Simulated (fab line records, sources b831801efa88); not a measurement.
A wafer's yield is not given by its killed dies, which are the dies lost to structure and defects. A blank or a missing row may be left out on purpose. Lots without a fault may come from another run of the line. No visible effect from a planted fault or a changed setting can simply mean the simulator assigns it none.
fab line records ; flow sky130 ; part 1 of 2: steps 1 to 30 of 39
[record] lots = 5; wafers = 15; last-day = 49
route steps=708 shown LOCAL_INTERCONNECT@394 CONTACT@406
lots with no fault: from the same line, run without faults
start-h: the number of hours between the record's first day and the start of the first shown wafer of the lot ; wait-h: hours from the lot's prior step to this one ; " as in the row above ; L1.1+2: several wafers, shown together as one row ; - no value, or no start given ; * or withheld: withheld ; < > ~ a bound
route shown NAME@n: NAME is a module with steps in the file, n the number in the route of the first one ; usual: mean and standard deviation over wafers with no fault ; same: alike in all rows ; chamber/n: place in a boat ; sites: readings site by site ; _std_site: the standard deviation of these ; _edge_site: outer sites' mean less inner sites' ; radius-mm: how far each site lies from the wafer's centre ; mask NAME#n: copy n ; behind: the most recent tool/chamber to have shaped the wafer ; hold: the reason the lot was held/the length of the hold in hours/how it ended ; device: the transistor (n, p or np) that didn't switch ; end of line: the route-end tests of the same wafers ; a step with no rows: only its recipe ; killed: dies that structure and defects cost at the first sort, which is not the same as the wafer's yield ; map: shows each die of a wafer: x if killed, . if not, _ if none is there
set.NAME: the setting the step ran with; set.NAME@STEP: the setting that earlier step ran with ; model.NAME: the simulator's own value behind a step, which no gauge read
lots at some steps of the route; a table a step, a row a wafer
services: when a tool's chamber went out of use (start-h, in hours from the record's first day, below 0 if earlier), for how many hours, and the reason
[[steps]]
[step SKY_LOCAL_INTERCONNECT_SOFTBAKE_07]
[recipe] temp-c = 100; time-s = 90; resist = KrF-thick
lot.wafer;tool;chamber;start-h;wait-h
L078.2+4+5;litho-track-04;0;-;-
L083.1+2+4;litho-track-03;0;-;-
L090.2+5+6;litho-track-03;0;-;-
L092.2+3+6;litho-track-03;0;-;-
L094.1+3+5;litho-track-03;0;-;-
[step SKY_LOCAL_INTERCONNECT_EXPOSE_08]
[recipe] mask-id = LI1M; na = 0.8; source-shape = annular; sigma-inner = 0.55; sigma-outer = 0.85; target-cd-nm = 170; dose-mj = 28
[same] sigma-inner = 0.55
lot.wafer;tool;chamber;start-h;wait-h;mask
L078.2+4+5;krf-scanner-02;0;-;-;LI1M#0
L083.1+2+4;krf-scanner-02;0;-;-;LI1M#0
L090.2+5+6;krf-scanner-02;0;-;-;LI1M#0
L092.2+3+6;krf-scanner-02;0;-;-;LI1M#0
L094.1+3+5;krf-scanner-01;0;-;-;LI1M#0
[step SKY_LOCAL_INTERCONNECT_PEB_09]
[recipe] peb-temp-c = withheld; peb-time-s = withheld; resist = KrF-thick
lot.wafer;tool;chamber;start-h;wait-h
L078.2+4+5;litho-track-04;0;-;-
L083.1+2+4;litho-track-04;0;-;-
L090.2+5+6;litho-track-04;0;-;-
L092.2+3+6;litho-track-03;0;-;-
L094.1+3+5;litho-track-01;0;-;-
[step SKY_LOCAL_INTERCONNECT_DEVELOP_10]
[recipe] develop-time-s = 60; resist = KrF-thick; dev-temp-c = 21
lot.wafer;tool;chamber;start-h;wait-h
L078.2+4+5;litho-track-04;0;-;-
L083.1+2+4;litho-track-04;0;-;-
L090.2+5+6;litho-track-04;0;-;-
L092.2+3+6;litho-track-03;0;-;-
L094.1+3+5;litho-track-01;0;-;-
[step SKY_LOCAL_INTERCONNECT_CD_MEAS_11]
[recipe] target-cd-nm = 170
[usual] cd-nm = 169.9/1.8
lot.wafer;tool;chamber;start-h;wait-h;cd-nm
L078.2;cd-sem-01;-;724.55;-;171.9
L078.4;cd-sem-01;-;724.55;-;172.6
L078.5;cd-sem-01;-;724.55;-;172.3
L083.1;cd-sem-01;-;764.83;-;168.0
L083.2;cd-sem-01;-;764.83;-;168.6
L083.4;cd-sem-01;-;764.83;-;168.3
L090.2;cd-sem-02;-;815.95;-;170.0
L090.5;cd-sem-02;-;815.95;-;170.5
L090.6;cd-sem-02;-;815.95;-;169.0
L092.2;cd-sem-01;-;828.69;-;169.1
L092.3;cd-sem-01;-;828.69;-;167.6
L092.6;cd-sem-01;-;828.69;-;167.0
L094.1;cd-sem-02;-;849.10;-;171.8
L094.3;cd-sem-02;-;849.10;-;170.2
L094.5;cd-sem-02;-;849.10;-;171.6
[step SKY_LOCAL_INTERCONNECT_OVL_MEAS_12]
[usual] LOCAL_INTERCONNECT_OVL = -5/4.8
lot.wafer;tool;chamber;start-h;wait-h;LOCAL_INTERCONNECT_OVL[nm]
L078.2;overlay-02;-;724.66;0.1;-13
L078.4;overlay-02;-;724.66;0.1;-10
L078.5;overlay-02;-;724.66;0.1;-14
L083.1;overlay-02;-;764.95;0.1;-5
L083.2;overlay-02;-;764.95;0.1;0
L083.4;overlay-02;-;764.95;0.1;0
L090.2;overlay-01;-;816.06;0.1;-7
L090.5;overlay-01;-;816.06;0.1;-6
L090.6;overlay-01;-;816.06;0.1;0
L092.2;overlay-01;-;828.79;0.1;-3
L092.3;overlay-01;-;828.79;0.1;-2
L092.6;overlay-01;-;828.79;0.1;-4
L094.1;overlay-01;-;849.22;0.1;-11
L094.3;overlay-01;-;849.22;0.1;-7
L094.5;overlay-01;-;849.22;0.1;-6
[step SKY_LOCAL_INTERCONNECT_ETCH_13]
[recipe] chemistry = N2/H2; target = BARC; ion-energy-ev = 200; bias-w = 100; pressure-mtorr = 30; n2-flow-sccm = 100; h2-flow-sccm = 200; icp-w = 500; stop-on = SiO2; time-s = 45.9; target-depth-a = 600
[usual] drypump-motor-current-A = 5.7/0.52; oes-product-au = 0.853/0.0045; throttle-valve-pct = 13.225/0.0084
lot.wafer;tool;chamber;start-h;wait-h;drypump-motor-current-A;oes-product-au;rf-hours-counter-h;throttle-valve-pct
L078.2;rie-metal-04;0;724.69;0.0;5.5;0.859;6;13.211
L078.4;rie-metal-04;0;724.69;0.0;5.5;0.855;-;13.226
L078.5;rie-metal-04;1;724.69;0.0;5.0;0.852;-;13.246
L083.1;rie-metal-04;1;764.99;0.0;5.0;0.853;13;13.223
L083.2;rie-metal-04;0;764.99;0.0;5.5;0.852;7;13.224
L083.4;rie-metal-04;1;764.99;0.0;5.0;0.853;-;13.214
L090.2;rie-metal-01;1;816.09;0.0;6.4;0.852;15;13.220
L090.5;rie-metal-01;0;816.09;0.0;5.8;0.850;-;13.239
L090.6;rie-metal-01;1;816.09;0.0;6.4;0.847;-;13.229
L092.2;rie-metal-04;1;828.82;0.0;5.0;0.857;15;13.224
L092.3;rie-metal-04;1;828.82;0.0;5.0;0.845;-;13.223
L092.6;rie-metal-04;0;828.82;0.0;5.5;0.854;-;13.223
L094.1;rie-metal-03;0;849.26;0.0;6.4;0.858;12;13.227
L094.3;rie-metal-03;0;849.26;0.0;6.4;0.856;-;13.228
L094.5;rie-metal-03;0;849.26;0.0;6.4;0.854;-;13.214
[step SKY_LOCAL_INTERCONNECT_METAL_ETCH_14]
[recipe] target-depth-nm = 110; stop-on = PSG; chemistry = Cl2/BCl3; target = TiN; resist-sidewall-deg = 88; pressure-mtorr = 10; icp-w = 900; bias-w = 48.5; Cl2_flow_sccm = 60; bcl3-flow-sccm = 30; time-s = 31.4
[usual] bcl3-flow-sccm = 29.99/0.092; drypump-motor-current-A = 5.6/0.51; oes-product-au = 0.941/0.0084; throttle-valve-pct = 21.901/0.011
lot.wafer;tool;chamber;start-h;wait-h;bcl3-flow-sccm;drypump-motor-current-A;oes-product-au;rf-hours-counter-h;throttle-valve-pct
L078.2;rie-metal-04;0;724.75;0.0;30.06;5.5;0.940;6;21.888
L078.4;rie-metal-04;0;724.75;0.0;30.17;5.5;0.937;-;21.903
L078.5;rie-metal-04;1;724.75;0.0;29.85;5.0;0.932;-;21.891
L083.1;rie-metal-04;1;765.05;0.0;30.19;5.0;0.950;13;21.912
L083.2;rie-metal-04;0;765.05;0.0;30.03;5.5;0.941;7;21.917
L083.4;rie-metal-04;1;765.05;0.0;30.12;5.0;0.931;-;21.906
L090.2;rie-metal-01;1;816.15;0.0;30.00;6.4;0.946;15;21.905
L090.5;rie-metal-01;0;816.15;0.0;30.16;5.8;0.939;-;21.901
L090.6;rie-metal-01;1;816.15;0.0;30.01;6.4;0.941;-;21.894
L092.2;rie-metal-04;1;828.88;0.0;29.95;5.0;0.944;15;21.907
L092.3;rie-metal-04;1;828.88;0.0;29.99;5.0;0.935;-;21.913
L092.6;rie-metal-04;0;828.88;0.0;30.02;5.5;0.947;-;21.910
L094.1;rie-metal-03;0;849.32;0.0;30.11;6.4;0.945;12;21.893
L094.3;rie-metal-03;0;849.32;0.0;30.04;6.4;0.943;-;21.886
L094.5;rie-metal-03;0;849.32;0.0;30.02;6.4;0.952;-;21.899
[step SKY_LOCAL_INTERCONNECT_STRIP_15]
[recipe] chemistry = O2/N2; power-w = 1400; pressure-mtorr = 1500; platen-temp-c = withheld; o2-flow-sccm = 3000; n2-flow-sccm = 300; overash-fraction = 0.5
[usual] drypump-motor-current-A = 5.7/0.48; oes-product-au = 0.427/0.0043; strip-time-to-endpoint-s = 4.721/0.018
lot.wafer;tool;chamber;start-h;wait-h;drypump-motor-current-A;oes-product-au;rf-hours-counter-h;strip-time-to-endpoint-s
L078.2;plasma-asher-01;0;724.80;0.0;6.4;0.423;100;4.711
L078.4;plasma-asher-01;1;724.80;0.0;4.9;0.426;-;4.734
L078.5;plasma-asher-01;0;724.80;0.0;6.4;0.431;-;4.748
L083.1;plasma-asher-03;0;765.10;0.0;5.8;0.428;65;4.706
L083.2;plasma-asher-03;1;765.10;0.0;5.8;0.427;65;4.699
L083.4;plasma-asher-03;1;765.10;0.0;5.8;0.418;-;4.701
L090.2;plasma-asher-03;1;816.20;0.0;5.7;0.431;70;4.716
L090.5;plasma-asher-03;0;816.20;0.0;5.8;0.424;-;4.738
L090.6;plasma-asher-03;1;816.20;0.0;5.7;0.427;-;4.687
L092.2;plasma-asher-04;1;828.94;0.0;5.2;0.430;40;4.721
L092.3;plasma-asher-04;1;828.94;0.0;5.2;0.421;-;4.737
L092.6;plasma-asher-04;1;828.94;0.0;5.2;0.423;-;4.735
L094.1;plasma-asher-01;1;849.37;0.0;5.0;0.427;11;4.731
L094.3;plasma-asher-01;0;849.37;0.0;6.4;0.428;-;4.752
L094.5;plasma-asher-01;1;849.37;0.0;5.0;0.426;-;4.734
[step SKY_LOCAL_INTERCONNECT_STRIP_16]
[recipe] chemistry = post-etch-residue-remover; time-s = 1200; temp-c = 72.5
[usual] temp-c = 72.46/0.13
lot.wafer;tool;chamber;start-h;wait-h;temp-c
L078.2;wet-bench-03;2;724.90;0.1;72.33
L078.4;wet-bench-03;2;724.90;0.1;72.52
L078.5;wet-bench-03;2;724.90;0.1;72.40
L083.1;wet-bench-04;0;765.20;0.1;72.65
L083.2;wet-bench-04;0;765.20;0.1;72.62
L083.4;wet-bench-04;0;765.20;0.1;72.52
L090.2;wet-bench-01;1;816.30;0.1;72.39
L090.5;wet-bench-01;1;816.30;0.1;72.37
L090.6;wet-bench-01;1;816.30;0.1;72.35
L092.2;wet-bench-04;2;829.04;0.1;72.61
L092.3;wet-bench-04;2;829.04;0.1;72.57
L092.6;wet-bench-04;2;829.04;0.1;72.67
L094.1;wet-bench-03;0;849.47;0.1;72.41
L094.3;wet-bench-03;0;849.47;0.1;72.43
L094.5;wet-bench-03;0;849.47;0.1;72.48
[step SKY_LOCAL_INTERCONNECT_CLEAN_17]
[recipe] chemistry = IPA; time-s = 180; temp-c = 25
[usual] temp-c = 25.01/0.1
lot.wafer;tool;chamber;start-h;wait-h;temp-c
L078.2;wet-bench-01;2;725.24;0.0;25.01
L078.4;wet-bench-01;2;725.24;0.0;24.96
L078.5;wet-bench-01;2;725.24;0.0;25.01
L083.1;wet-bench-03;3;765.57;0.0;25.05
L083.2;wet-bench-03;3;765.57;0.0;24.90
L083.4;wet-bench-03;3;765.57;0.0;25.06
L090.2;wet-bench-03;1;816.67;0.0;24.85
L090.5;wet-bench-03;1;816.67;0.0;25.02
L090.6;wet-bench-03;1;816.67;0.0;25.03
L092.2;wet-bench-03;2;829.38;0.0;24.91
L092.3;wet-bench-03;2;829.38;0.0;24.96
L092.6;wet-bench-03;2;829.38;0.0;24.98
L094.1;wet-bench-04;3;849.91;0.0;25.25
L094.3;wet-bench-04;3;849.91;0.0;25.14
L094.5;wet-bench-04;3;849.91;0.0;25.01
[step SKY_LOCAL_INTERCONNECT_CLEAN_18]
[recipe] chemistry = O3/DIW; dry = n2-spin
lot.wafer;tool;chamber;start-h;wait-h
L078.2+4+5;wet-bench-03;1;725.31;0.0
L083.1+2+4;wet-bench-01;1;765.66;0.0
L090.2+5+6;wet-bench-01;3;816.74;0.0
L092.2+3+6;wet-bench-04;3;829.44;0.0
L094.1+3+5;wet-bench-03;3;849.97;0.0
[step SKY_CONTACT_CVD_00]
[recipe] material = Si3N4; target-thk-nm = 75; temp-c = 400; time-s = withheld; rf-w = 450
[usual] heater-power-w = 754/100
lot.wafer;tool;chamber;start-h;wait-h;heater-power-w
L078.2;pecvd-04;1;725.40;0.0;612
L078.4;pecvd-04;1;725.40;0.0;610
L078.5;pecvd-04;0;725.40;0.0;796
L083.1;pecvd-04;0;765.75;0.0;723
L083.2;pecvd-04;1;765.75;0.0;629
L083.4;pecvd-04;0;765.75;0.0;741
L090.2;pecvd-02;0;816.84;0.0;810
L090.5;pecvd-02;2;816.84;0.0;725
L090.6;pecvd-02;0;816.84;0.0;824
L092.2;pecvd-04;1;829.53;0.0;553
L092.3;pecvd-04;0;829.53;0.0;791
L092.6;pecvd-04;1;829.53;0.0;545
L094.1;pecvd-02;1;850.09;0.0;814
L094.3;pecvd-02;2;850.09;0.0;759
L094.5;pecvd-02;1;850.09;0.0;811
[step SKY_CONTACT_THK_MEAS_01]
[recipe] reads = Si3N4_of_CONTACT_CVD_00
[usual] CONTACT_CVD_00_THK = 74.9/0.99
lot.wafer;tool;chamber;start-h;wait-h;CONTACT_CVD_00_THK[nm]
L078.2;film-metro-03;-;725.44;-;73.9
L078.4;film-metro-03;-;725.44;-;75.6
L078.5;film-metro-03;-;725.44;-;74.7
L083.1;film-metro-02;-;765.80;-;74.4
L083.2;film-metro-02;-;765.80;-;73.7
L083.4;film-metro-02;-;765.80;-;75.3
L090.2;film-metro-03;-;816.88;-;75.4
L090.5;film-metro-03;-;816.88;-;77.0
L090.6;film-metro-03;-;816.88;-;76.2
L092.2;film-metro-01;-;829.58;-;74.4
L092.3;film-metro-01;-;829.58;-;73.5
L092.6;film-metro-01;-;829.58;-;75.8
L094.1;film-metro-01;-;850.12;-;75.1
L094.3;film-metro-01;-;850.12;-;75.0
L094.5;film-metro-01;-;850.12;-;76.2
[step SKY_CONTACT_HDPCVD_02]
[recipe] material = SiO2; target-thk-nm = 565; sigma-open-frac = 0.3; time-s = 94.2; temp-c = 600; sih4-flow-sccm = 60; pressure-mtorr = 6
lot.wafer;tool;chamber;start-h;wait-h
L078.2+4+5;hdpcvd-01;0,2,1;725.49;0.0
L083.1+2+4;hdpcvd-02;1,2,0;765.86;0.1
L090.2+5+6;hdpcvd-02;2,1,0;816.93;0.0
L092.2+3+6;hdpcvd-02;1,0,1;829.63;0.0
L094.1+3+5;hdpcvd-02;0,1,1;850.18;0.1
[step SKY_CONTACT_THK_MEAS_03]
[recipe] reads = SiO2_of_CONTACT_HDPCVD_02
[usual] CONTACT_HDPCVD_THK = 563/6.6
lot.wafer;tool;chamber;start-h;wait-h;CONTACT_HDPCVD_THK[nm]
L078.2;film-metro-02;-;725.57;0.0;568
L078.4;film-metro-02;-;725.57;0.0;570
L078.5;film-metro-02;-;725.57;0.0;563
L083.1;film-metro-03;-;765.93;0.0;553
L083.2;film-metro-03;-;765.93;0.0;561
L083.4;film-metro-03;-;765.93;0.0;562
L090.2;film-metro-02;-;817.01;0.0;567
L090.5;film-metro-02;-;817.01;0.0;563
L090.6;film-metro-02;-;817.01;0.0;556
L092.2;film-metro-01;-;829.71;0.0;572
L092.3;film-metro-01;-;829.71;0.0;566
L092.6;film-metro-01;-;829.71;0.0;572
L094.1;film-metro-02;-;850.25;0.0;557
L094.3;film-metro-02;-;850.25;0.0;559
L094.5;film-metro-02;-;850.25;0.0;560
[step SKY_CONTACT_CMP_04]
[recipe] material = SiO2; down-force-psi = 4; platen-rpm = 60; pad-velocity-m-s = 0.94248
[usual] motor-current-A = 11.9/1; time-to-endpoint-s = 83/3.7
lot.wafer;tool;chamber;start-h;wait-h;motor-current-A;time-to-endpoint-s
L078.2;cmp-01;3;725.62;0.0;11.5;86
L078.4;cmp-01;1;725.62;0.0;11.1;87
L078.5;cmp-01;3;725.62;0.0;11.3;81
L083.4;cmp-01;2;766.04;0.1;11.9;82
L083.1;cmp-01;3;766.04;0.1;12.3;77
L083.2;cmp-01;0;766.04;0.1;10.2;79
L090.2;cmp-01;3;817.06;0.0;12.1;84
L090.5;cmp-01;3;817.06;0.0;11.2;87
L090.6;cmp-01;0;817.06;0.0;10.1;82
L092.2;cmp-02;2;829.86;0.1;14.2;89
L092.3;cmp-02;3;829.86;0.1;10.5;87
L092.6;cmp-02;1;829.86;0.1;12.2;87
L094.1;cmp-02;1;850.36;0.1;12.4;78
L094.3;cmp-02;2;850.36;0.1;13.2;79
L094.5;cmp-02;1;850.36;0.1;12.9;77
[step SKY_CONTACT_BOW_MEAS_05]
[recipe] mode = bow
[usual] CONTACT_BOW = 80/6.5
lot.wafer;tool;chamber;start-h;wait-h;CONTACT_BOW[um]
L078.2;film-metro-01;-;725.94;0.3;86
L078.4;film-metro-01;-;725.94;0.3;80
L078.5;film-metro-01;-;725.94;0.3;88
L083.1;film-metro-01;-;766.29;0.1;85
L083.2;film-metro-01;-;766.29;0.1;78
L083.4;film-metro-01;-;766.29;0.1;86
L090.2;film-metro-02;-;817.38;0.3;79
L090.5;film-metro-02;-;817.38;0.3;80
L090.6;film-metro-02;-;817.38;0.3;78
L092.2;film-metro-01;-;830.08;0.2;78
L092.3;film-metro-01;-;830.08;0.2;72
L092.6;film-metro-01;-;830.08;0.2;85
L094.1;film-metro-01;-;850.61;0.2;78
L094.3;film-metro-01;-;850.61;0.2;74
L094.5;film-metro-01;-;850.61;0.2;86
[step SKY_CONTACT_DEHYDRATE_06]
[recipe] temp-c = 200; time-s = 60
lot.wafer;tool;chamber;start-h;wait-h
L078.2+4+5;litho-track-04;0;738.30;12.3
L083.1+2+4;litho-track-04;0;778.48;12.2
L090.2+5+6;litho-track-02;0;830.34;12.9
L092.2+3+6;litho-track-04;0;842.90;12.8
L094.1+3+5;litho-track-02;0;862.87;12.2
[step SKY_CONTACT_HMDS_07]
[recipe] prime-time-s = 60; prime-temp-c = 120
lot.wafer;tool;chamber;start-h;wait-h
L078.2+4+5;litho-track-04;0;738.45;0.1
L083.1+2+4;litho-track-04;0;778.63;0.1
L090.2+5+6;litho-track-02;0;830.49;0.1
L092.2+3+6;litho-track-04;0;843.05;0.1
L094.1+3+5;litho-track-02;0;863.02;0.1
[step SKY_CONTACT_COAT_08]
[recipe] resist = BARC; temp-c = withheld; time-s = withheld; spin-rpm = 3000; resist-thk-nm = 60
lot.wafer;tool;chamber;start-h;wait-h
L078.2+4+5;litho-track-04;0;738.60;0.1
L083.1+2+4;litho-track-04;0;778.78;0.1
L090.2+5+6;litho-track-02;0;830.64;0.1
L092.2+3+6;litho-track-04;0;843.20;0.1
L094.1+3+5;litho-track-02;0;863.17;0.1
[step SKY_CONTACT_COAT_09]
[recipe] resist = KrF-thick; spin-rpm = 3000; resist-thk-nm = 450
lot.wafer;tool;chamber;start-h;wait-h
L078.2+4+5;litho-track-04;0;-;-
L083.1+2+4;litho-track-04;0;-;-
L090.2+5+6;litho-track-02;0;-;-
L092.2+3+6;litho-track-04;0;-;-
L094.1+3+5;litho-track-02;0;-;-
[step SKY_CONTACT_SOFTBAKE_10]
[recipe] temp-c = 100; time-s = 90; resist = KrF-thick
lot.wafer;tool;chamber;start-h;wait-h
L078.2+4+5;litho-track-04;0;-;-
L083.1+2+4;litho-track-04;0;-;-
L090.2+5+6;litho-track-02;0;-;-
L092.2+3+6;litho-track-04;0;-;-
L094.1+3+5;litho-track-02;0;-;-
[step SKY_CONTACT_EXPOSE_11]
[recipe] mask-id = CTM1; na = 0.8; source-shape = annular; sigma-inner = 0.55; sigma-outer = 0.85; target-cd-nm = 170; dose-mj = 38
[same] sigma-inner = 0.55
lot.wafer;tool;chamber;start-h;wait-h;mask
L078.2+4+5;krf-scanner-02;0;-;-;CTM1#0
L083.1+2+4;krf-scanner-01;0;-;-;CTM1#0
L090.2+5+6;krf-scanner-02;0;-;-;CTM1#0
L092.2+3+6;krf-scanner-01;0;-;-;CTM1#0
L094.1+3+5;krf-scanner-01;0;-;-;CTM1#0
[step SKY_CONTACT_PEB_12]
[recipe] peb-temp-c = withheld; peb-time-s = withheld; resist = KrF-thick
lot.wafer;tool;chamber;start-h;wait-h
L078.2+4+5;litho-track-01;0;-;-
L083.1+2+4;litho-track-04;0;-;-
L090.2+5+6;litho-track-04;0;-;-
L092.2+3+6;litho-track-02;0;-;-
L094.1+3+5;litho-track-01;0;-;-
[step SKY_CONTACT_DEVELOP_13]
[recipe] develop-time-s = 60; resist = KrF-thick; dev-temp-c = 21
lot.wafer;tool;chamber;start-h;wait-h
L078.2+4+5;litho-track-01;0;-;-
L083.1+2+4;litho-track-04;0;-;-
L090.2+5+6;litho-track-04;0;-;-
L092.2+3+6;litho-track-02;0;-;-
L094.1+3+5;litho-track-01;0;-;-
[step SKY_CONTACT_CD_MEAS_14]
[recipe] target-cd-nm = 170
[usual] cd-nm = 170.0/1.2
lot.wafer;tool;chamber;start-h;wait-h;cd-nm
L078.2;cd-sem-02;-;751.77;-;170.5
L078.4;cd-sem-02;-;751.77;-;171.3
L078.5;cd-sem-02;-;751.77;-;171.0
L083.1;cd-sem-02;-;792.03;-;169.8
L083.2;cd-sem-02;-;792.03;-;170.3
L083.4;cd-sem-02;-;792.03;-;169.1
L090.2;cd-sem-01;-;844.35;-;171.3
L090.5;cd-sem-01;-;844.35;-;172.5
L090.6;cd-sem-01;-;844.35;-;171.6
L092.2;cd-sem-01;-;856.49;-;170.2
L092.3;cd-sem-01;-;856.49;-;171.8
L092.6;cd-sem-01;-;856.49;-;171.1
L094.1;cd-sem-02;-;876.60;-;167.7
L094.3;cd-sem-02;-;876.60;-;169.4
L094.5;cd-sem-02;-;876.60;-;167.7
[step SKY_CONTACT_OVL_MEAS_15]
[usual] CONTACT_OVL = -3/5.5
lot.wafer;tool;chamber;start-h;wait-h;CONTACT_OVL[nm]
L078.2;overlay-02;-;751.87;0.1;-11
L078.4;overlay-02;-;751.87;0.1;-6
L078.5;overlay-02;-;751.87;0.1;-4
L083.1;overlay-02;-;792.15;0.1;6
L083.2;overlay-02;-;792.15;0.1;-6
L083.4;overlay-02;-;792.15;0.1;-3
L090.2;overlay-02;-;844.46;0.1;3
L090.5;overlay-02;-;844.46;0.1;-2
L090.6;overlay-02;-;844.46;0.1;-6
L092.2;overlay-02;-;856.60;0.1;-11
L092.3;overlay-02;-;856.60;0.1;-2
L092.6;overlay-02;-;856.60;0.1;-5
L094.1;overlay-02;-;876.72;0.1;0
L094.3;overlay-02;-;876.72;0.1;5
L094.5;overlay-02;-;876.72;0.1;-5
[step SKY_CONTACT_ETCH_16]
[recipe] chemistry = N2/H2; target = BARC; ion-energy-ev = 200; source-w = 500; bias-w = 100; pressure-mtorr = 30; n2-flow-sccm = 100; h2-flow-sccm = 200; stop-on = SiO2; time-s = 45.9; target-depth-a = 600
[usual] drypump-motor-current-A = 5.8/0.34; oes-product-au = 0.854/0.0044; throttle-valve-pct = 13.224/0.0081
lot.wafer;tool;chamber;start-h;wait-h;drypump-motor-current-A;oes-product-au;rf-hours-counter-h;throttle-valve-pct
L078.2;rie-diel-03;1;751.90;0.0;5.3;0.856;17;13.232
L078.4;rie-diel-03;3;751.90;0.0;6.3;0.863;12;13.231
L078.5;rie-diel-03;0;751.90;0.0;5.9;0.855;-;13.230
L083.1;rie-diel-03;1;792.19;0.0;5.3;0.855;18;13.216
L083.2;rie-diel-03;0;792.19;0.0;5.8;0.857;21;13.230
L083.4;rie-diel-03;3;792.19;0.0;6.3;0.850;13;13.213
L090.2;rie-diel-02;2;844.49;0.0;6.4;0.865;4;13.217
L090.5;rie-diel-02;2;844.49;0.0;6.4;0.853;-;13.221
L090.6;rie-diel-02;3;844.49;0.0;6.0;0.856;-;13.231
L092.2;rie-diel-03;0;856.63;0.0;5.9;0.852;22;13.224
L092.3;rie-diel-03;2;856.63;0.0;5.6;0.853;7;13.233
L092.6;rie-diel-03;0;856.63;0.0;5.8;0.854;-;13.235
L094.1;rie-diel-03;2;876.76;0.0;5.5;0.852;8;13.208
L094.3;rie-diel-03;3;876.76;0.0;6.2;0.857;16;13.211
L094.5;rie-diel-03;2;876.76;0.0;5.5;0.856;-;13.221
[step SKY_CONTACT_ETCH_17]
[recipe] target = SiO2; chemistry = C4F8/O2/Ar; stop-on = Si3N4; mask-material = KrF-thick; source-w = 1500; bias-w = 1200; pressure-mtorr = 40; c4f8-flow-sccm = withheld; O2_flow_sccm = 6; Ar_flow_sccm = 300; time-s = withheld; target-depth-a = 3400
[usual] oes-product-au = 0.892/0.0042
lot.wafer;tool;chamber;start-h;wait-h;oes-product-au
L078.2;rie-diel-03;1;751.95;0.0;0.880
L078.4;rie-diel-03;3;751.95;0.0;0.888
L078.5;rie-diel-03;0;751.95;0.0;0.899
L083.1;rie-diel-03;1;792.23;0.0;0.893
L083.2;rie-diel-03;0;792.23;0.0;0.886
L083.4;rie-diel-03;3;792.23;0.0;0.892
L090.2;rie-diel-02;2;844.53;0.0;0.897
L090.5;rie-diel-02;2;844.53;0.0;0.891
L090.6;rie-diel-02;3;844.53;0.0;0.893
L092.2;rie-diel-03;0;856.67;0.0;0.897
L092.3;rie-diel-03;2;856.67;0.0;0.893
L092.6;rie-diel-03;0;856.67;0.0;0.899
L094.1;rie-diel-03;2;876.80;0.0;0.890
L094.3;rie-diel-03;3;876.80;0.0;0.892
L094.5;rie-diel-03;2;876.80;0.0;0.890
